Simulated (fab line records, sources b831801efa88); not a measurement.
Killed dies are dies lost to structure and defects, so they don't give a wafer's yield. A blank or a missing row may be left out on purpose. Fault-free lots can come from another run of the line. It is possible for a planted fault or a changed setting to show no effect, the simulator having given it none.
Which tool was responsible?    flow sfq-line    15 lots, 45 wafers sampled, at 4 steps of a route of 325

## WHAT EACH GAUGE READ, for each wafer
The record lacks any reading of a measuring or inspecting step that a usual standard deviation could be used to judge.

## WHAT TOOL EACH LOT RAN ON (gives the tool, then ch and the chambers of the sampled wafers, and finally the start)
lot   SFQ_TRILAYER_L0_VIA_STRIP_STRIP_017  SFQ_TRILAYER_M0_DEP_SPUTTER_019  SFQ_TRILAYER_I0_VIA_BARC_OPEN_VIA_ETCH_046  SFQ_TRILAYER_M1_DEP_SPUTTER_037
L704  rie-metal-01 ch 0,1, day 8 11:03     pvd-sputter-03, day 8 11:51      rie-diel-03 ch 1,2, day 17 23:20            pvd-sputter-04, day 18 00:53
L705  rie-metal-03 ch 0,1, day 8 18:15     pvd-sputter-06, day 8 19:03      rie-diel-04 ch 0,1,3, day 18 17:28          pvd-sputter-04, day 18 18:27
L706  rie-metal-03 ch 0,1, day 9 00:15     pvd-sputter-05, day 9 01:03      rie-diel-01 ch 1,2, day 19 00:40            pvd-sputter-05, day 19 01:37
L708  rie-metal-01 ch 0,1, day 9 14:39     pvd-sputter-05, day 9 15:27      rie-diel-01 ch 0,2, day 20 08:55            pvd-sputter-05, day 20 10:29
L709  rie-metal-03 ch 0,1, day 9 22:35     pvd-sputter-05, day 9 23:11      rie-diel-01 ch 0,1,2, day 20 19:34          pvd-sputter-04, day 20 20:32
L710  rie-metal-03 ch 0,1, day 10 07:59    pvd-sputter-03, day 10 08:47     rie-diel-01 ch 0,1,3, day 21 11:10          pvd-sputter-05, day 21 12:07
L711  rie-metal-03 ch 0,1, day 10 12:59    pvd-sputter-03, day 10 13:35     rie-diel-01 ch 2,3, day 21 21:10            pvd-sputter-04, day 21 22:07
L712  rie-metal-03 ch 0,1, day 10 18:47    pvd-sputter-03, day 10 19:36     rie-diel-01 ch 1,2, day 22 07:58            pvd-sputter-04, day 22 08:55
L713  rie-metal-03 ch 0,1, day 10 22:23    pvd-sputter-06, day 10 23:11     rie-diel-03 ch 0,1,3, day 22 10:22          pvd-sputter-05, day 22 11:29
L716  rie-metal-03 ch 0,1, day 11 18:08    pvd-sputter-05, day 11 18:56     rie-diel-01 ch 0,1,2, day 23 15:10          pvd-sputter-04, day 23 16:07
L719  rie-metal-04 ch 0,1, day 12 14:42    pvd-sputter-06, day 12 15:30     rie-diel-03 ch 0,1,2, day 24 17:55          pvd-sputter-04, day 24 18:54
L723  rie-metal-04 ch 0,1, day 14 07:46    pvd-sputter-05, day 14 08:22     rie-diel-04 ch 2,3, day 26 22:26            pvd-sputter-06, day 26 23:35
L724  rie-metal-04 ch 0,1, day 14 11:10    pvd-sputter-05, day 14 12:22     rie-diel-03 ch 0,2,3, day 27 05:38          pvd-sputter-06, day 27 06:36
L725  rie-metal-04 ch 0, day 14 16:34      pvd-sputter-05, day 14 17:22     rie-diel-04 ch 0,1, day 27 12:50            pvd-sputter-06, day 27 13:48
L726  rie-metal-03 ch 0,1, day 14 23:18    pvd-sputter-06, day 15 00:06     rie-diel-03 ch 0,1,3, day 27 18:50          pvd-sputter-05, day 27 19:48
- SFQ_TRILAYER_L0_VIA_STRIP_STRIP_017: strips in O2.
- SFQ_TRILAYER_M0_DEP_SPUTTER_019: material Nb, target thk 200 nm, time 133.3 s.
- SFQ_TRILAYER_I0_VIA_BARC_OPEN_VIA_ETCH_046: etches BARC in O2, target depth 125 nm, time 41.7 s.
- SFQ_TRILAYER_M1_DEP_SPUTTER_037: material Nb, target thk 200 nm, time 133.3 s.

## AS READ BY THE TOOLS THEMSELVES (means over the sampled wafers that have a number; for cases with no such wafer, the mark the record gives instead)
SFQ_TRILAYER_L0_VIA_STRIP_STRIP_017. Usual: chamber-pressure-mTorr 50.00 mTorr, standard deviation 0.044; drypump-motor-current-A 5.94 A, standard deviation 0.29; oes-product-au 1.000 a.u., standard deviation 0.0076.
lot   tool          chamber-pressure-mTorr (mTorr)  drypump-motor-current-A (A)  oes-product-au (a.u.)  flag
L704  rie-metal-01  49.98                           5.80                         1.012                  
L705  rie-metal-03  49.96                           6.16                         0.996                  
L706  rie-metal-03  50.01                           5.98                         1.002                  
L708  rie-metal-01  50.00                           5.70                         1.004                  
L709  rie-metal-03  50.02                           5.99                         1.004                  
L710  rie-metal-03  49.96                           6.16                         1.002                  
L711  rie-metal-03  50.05                           5.99                         1.002                  
L712  rie-metal-03  49.97                           6.18                         0.999                  
L713  rie-metal-03  50.04                           6.17                         0.999                  
L716  rie-metal-03  49.99                           6.15                         1.001                  
L719  rie-metal-04  49.98                           5.92                         0.996                  
L723  rie-metal-04  50.01                           5.93                         0.987                  
L724  rie-metal-04  49.94                           5.91                         0.989                  
L725  rie-metal-04  49.96                           5.68                         0.992                  
L726  rie-metal-03  50.02                           6.15                         0.997                  

SFQ_TRILAYER_M0_DEP_SPUTTER_019. Usual: base-pressure-pa 1.32e-06 Pa, standard deviation 8.9e-08; cathode-dc-power-W 2000.0 W, standard deviation 0.34; chamber-pressure-pa 0.13329 Pa, standard deviation 0.00028; throttle-valve-pct 29.8 %, standard deviation 1.
lot   tool            base-pressure-pa (Pa)  cathode-dc-power-W (W)  chamber-pressure-pa (Pa)  throttle-valve-pct (%)  flag
L704  pvd-sputter-03  1.29e-06               2000.2                  0.13312                   29.7                    
L705  pvd-sputter-06  1.34e-06               2000.1                  0.13340                   30.0                    
L706  pvd-sputter-05  1.28e-06               1999.8                  0.13309                   29.8                    
L708  pvd-sputter-05  1.34e-06               2000.1                  0.13298                   30.9                    
L709  pvd-sputter-05  1.29e-06               2000.2                  0.13334                   30.1                    
L710  pvd-sputter-03  1.32e-06               2000.0                  0.13377                   30.0                    
L711  pvd-sputter-03  1.36e-06               2000.3                  0.13330                   29.6                    
L712  pvd-sputter-03  1.38e-06               2000.3                  0.13334                   29.8                    
L713  pvd-sputter-06  1.35e-06               2000.2                  0.13342                   30.2                    
L716  pvd-sputter-05  1.27e-06               1999.7                  0.13333                   29.1                    
L719  pvd-sputter-06  1.30e-06               2000.3                  0.13331                   30.9                    
L723  pvd-sputter-05  1.28e-06               1999.9                  0.10158                   34.7                    OFF
L724  pvd-sputter-05  1.25e-06               2000.3                  0.10165                   33.0                    OFF
L725  pvd-sputter-05  1.28e-06               1999.9                  0.10130                   34.3                    OFF
L726  pvd-sputter-06  1.24e-06               1999.8                  0.13306                   29.8                    

SFQ_TRILAYER_I0_VIA_BARC_OPEN_VIA_ETCH_046. Usual: chamber-pressure-mTorr 29.998 mTorr, standard deviation 0.028; drypump-motor-current-A 5.9 A, standard deviation 0.41; oes-product-au 0.686 a.u., standard deviation 0.0044.
lot   tool         chamber-pressure-mTorr (mTorr)  drypump-motor-current-A (A)  oes-product-au (a.u.)  flag
L704  rie-diel-03  29.987                          5.8                          0.690                  
L705  rie-diel-04  29.998                          5.6                          0.686                  
L706  rie-diel-01  30.023                          6.1                          0.685                  
L708  rie-diel-01  30.010                          5.7                          0.684                  
L709  rie-diel-01  29.999                          5.8                          0.687                  
L710  rie-diel-01  29.987                          5.6                          0.686                  
L711  rie-diel-01  30.019                          5.8                          0.686                  
L712  rie-diel-01  30.010                          6.0                          0.682                  
L713  rie-diel-03  30.009                          6.0                          0.690                  
L716  rie-diel-01  30.019                          5.8                          0.683                  
L719  rie-diel-03  29.990                          6.1                          0.687                  
L723  rie-diel-04  29.980                          5.7                          0.688                  
L724  rie-diel-03  29.995                          6.4                          0.681                  
L725  rie-diel-04  29.978                          5.5                          0.684                  
L726  rie-diel-03  30.016                          6.0                          0.689                  

SFQ_TRILAYER_M1_DEP_SPUTTER_037. Usual: base-pressure-pa 1.32e-06 Pa, standard deviation 8.3e-08; cathode-dc-power-W 2000.0 W, standard deviation 0.33; chamber-pressure-pa 0.13328 Pa, standard deviation 0.00028; throttle-valve-pct 29.7 %, standard deviation 1.1.
lot   tool            base-pressure-pa (Pa)  cathode-dc-power-W (W)  chamber-pressure-pa (Pa)  throttle-valve-pct (%)  flag
L704  pvd-sputter-04  1.43e-06               2000.2                  0.13324                   29.4                    
L705  pvd-sputter-04  1.39e-06               2000.1                  0.13340                   30.1                    
L706  pvd-sputter-05  1.23e-06               1999.9                  0.13339                   30.0                    
L708  pvd-sputter-05  1.32e-06               1999.9                  0.13353                   29.8                    
L709  pvd-sputter-04  1.43e-06               2000.2                  0.13332                   29.7                    
L710  pvd-sputter-05  1.34e-06               1999.8                  0.13338                   28.5                    
L711  pvd-sputter-04  1.28e-06               2000.1                  0.13333                   30.4                    
L712  pvd-sputter-04  1.35e-06               2000.0                  0.13344                   29.7                    
L713  pvd-sputter-05  1.40e-06               1999.8                  0.13319                   30.2                    
L716  pvd-sputter-04  1.37e-06               2000.0                  0.13312                   29.5                    
L719  pvd-sputter-04  1.29e-06               2000.1                  0.13320                   29.8                    
L723  pvd-sputter-06  1.31e-06               1999.8                  0.13363                   30.3                    
L724  pvd-sputter-06  1.39e-06               2000.0                  0.13314                   29.7                    
L725  pvd-sputter-06  1.45e-06               1999.8                  0.13332                   30.0                    
L726  pvd-sputter-05  1.35e-06               1999.9                  0.13344                   28.4                    

## THE ANSWER, worked out from the rows above alone
Rule: a lot is off if the mean of its wafers that have a number lies more than 3 standard deviations from the usual mean. Also off: a lot with no number at a reading for which 4 or more lots have one. The other lots that the step has rows for count as sound. Order of review: gauges by route order, followed by the tools' own readings, for which a lot's mean as printed above is used. At the first step where some lot is off, the reading lying furthest off is the one used; lots without a number count as furthest.
Off: L723, L724, L725, at SFQ_TRILAYER_M0_DEP_SPUTTER_019 (chamber-pressure-pa).
A tool fits if, at that step or a process step before it, it ran every lot that is off, and no sound lot after the first of them. This does not decide it: 2 tools fit, namely rie-metal-04 at SFQ_TRILAYER_L0_VIA_STRIP_STRIP_017 and pvd-sputter-05 at SFQ_TRILAYER_M0_DEP_SPUTTER_019.

## WHAT THE SIMULATOR PUT IN
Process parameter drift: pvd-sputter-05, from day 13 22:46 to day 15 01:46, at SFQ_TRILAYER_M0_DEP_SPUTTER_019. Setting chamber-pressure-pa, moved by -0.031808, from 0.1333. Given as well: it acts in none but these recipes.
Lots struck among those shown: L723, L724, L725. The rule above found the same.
